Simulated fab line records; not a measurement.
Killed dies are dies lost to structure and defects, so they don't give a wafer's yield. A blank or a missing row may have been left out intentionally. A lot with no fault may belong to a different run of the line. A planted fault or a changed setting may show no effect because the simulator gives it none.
Problem report, 8D (eight disciplines) form, completed by code / flow sky130 / the parts of the form that need people (team, actions taken, sign-off) are left out

== 1. WHAT WENT WRONG ==
Wafers free of any fault read 6.92 ohm/sq (standard deviation 0.11) for CAP2M_TIN_RS at SKY_CAP2M_RS_MEAS_03, against a mean of 9.71 ohm/sq on 4 wafers of 3 lots. Measured from the usual mean, that is +25 standard deviations.
The step: measures by four-point-probe.
The first sign was on wafer L197.2 at day 42 01:52, on filmMetro-01. The record has a number at this step for 30 wafers belonging to 10 lots. By rule, "out" or "out of limits" means more than 4 standard deviations away from the usual mean. The rest of the wafers with a number are treated as sound.

== 2. WHAT IT IS; WHAT IT IS NOT ==
question=which readings at this step | is=CAP2M_TIN_RS | is not=-
question=which lots | is=L197, L199, L200 | is not=L191, L195, L196, L206, L208, L211, L213
question=which wafers of those lots | is=L197.2, L199.2, L199.6, L200.6 | is not=L197.3, L197.5, L199.5, L200.4, L200.5
question=read on which gauges | is=filmMetro-01, filmMetro-02 | is not=filmMetro-04
question=when | is=from day 42 01:52 | is not=up to then (11 sound wafers); but 15 sound wafers of L199, L200, L206, L208, L211, L213 came after

== 3. THE SUSPECTS, EACH WITH WHAT RULES IT OUT ==
Counting: a tool at a process step up to the reading stays a suspect if it ran every lot that is out. Sound lots after the first of them don't rule it out here, since some wafers of a struck lot are sound.
- the gauge at SKY_CAP2M_RS_MEAS_03: ruled out. The wafers that are out were read on 2 gauges (filmMetro-01, filmMetro-02).
- pvdSputter-01 at SKY_CAP2M_SPUTTER_02 (material TiN, target thk 200 nm, time 166.7 s): kept. Every lot that is out went through it, the first being L197 (day 42 01:44); the last sound lot it ran before that was L196 (day 42 00:22).
The count leaves pvdSputter-01 at SKY_CAP2M_SPUTTER_02.

== 4. THE CAUSE (what the simulator had put in) ==
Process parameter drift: pvdSputter-01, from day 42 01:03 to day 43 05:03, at SKY_CAP2M_SPUTTER_02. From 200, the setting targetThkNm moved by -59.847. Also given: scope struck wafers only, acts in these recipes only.
Counting left only this tool.

== 5. THE EFFECT CHAIN, in route order ==
Each row: a reading whose mean over the struck wafers that have a number lies more than 3 standard deviations from the usual. Only readings whose record carries a usual standard deviation are examined. hours: median over the lots of the time between each lot's start at the first step of this table that gives one and its start at this step. sigmas: the change, counted in usual standard deviations.
hours=0; step=SKY_CAP2M_RS_MEAS_03; reading=CAP2M_TIN_RS; usual=6.92 ohm/sq; on struck wafers=9.71; change=+2.79; sigmas=+25
hours=0; step=SKY_CAP2M_THK_MEAS_04; reading=CAP2M_TIN_THK; usual=200 nm; on struck wafers=144; change=-56; sigmas=-18
hours=23; step=SKY_CAP2M_METAL_ETCH_13; reading=oesProductAu; usual=0.941 a.u.; on struck wafers=0.780; change=-0.161; sigmas=-16
hours=23; step=SKY_CAP2M_METAL_ETCH_13; reading=throttleValvePct; usual=21.902 %; on struck wafers=22.000; change=+0.098; sigmas=+8.9
Process steps it contains:
- SKY_CAP2M_METAL_ETCH_13: etches TiN in Cl2/BCl3, stops on SiO2, target depth 220 nm, time 62.9 s.

== 6. WHAT WOULD HAVE CAUGHT IT SOONER ==
In this record the first reading out of limits at a measuring or inspecting step was taken at day 42 01:52, 1 hour after the fault began at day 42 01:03.
No tool reading at SKY_CAP2M_SPUTTER_02 that has a usual standard deviation in the record was out on any struck wafer, so an alarm limit of 4 standard deviations on those readings would not have fired.
Of the lots that are out (3), L200, L199 began SKY_CAP2M_SPUTTER_02 on pvdSputter-01 after day 42 01:52. A hold on the tool at that time would have spared those 2.
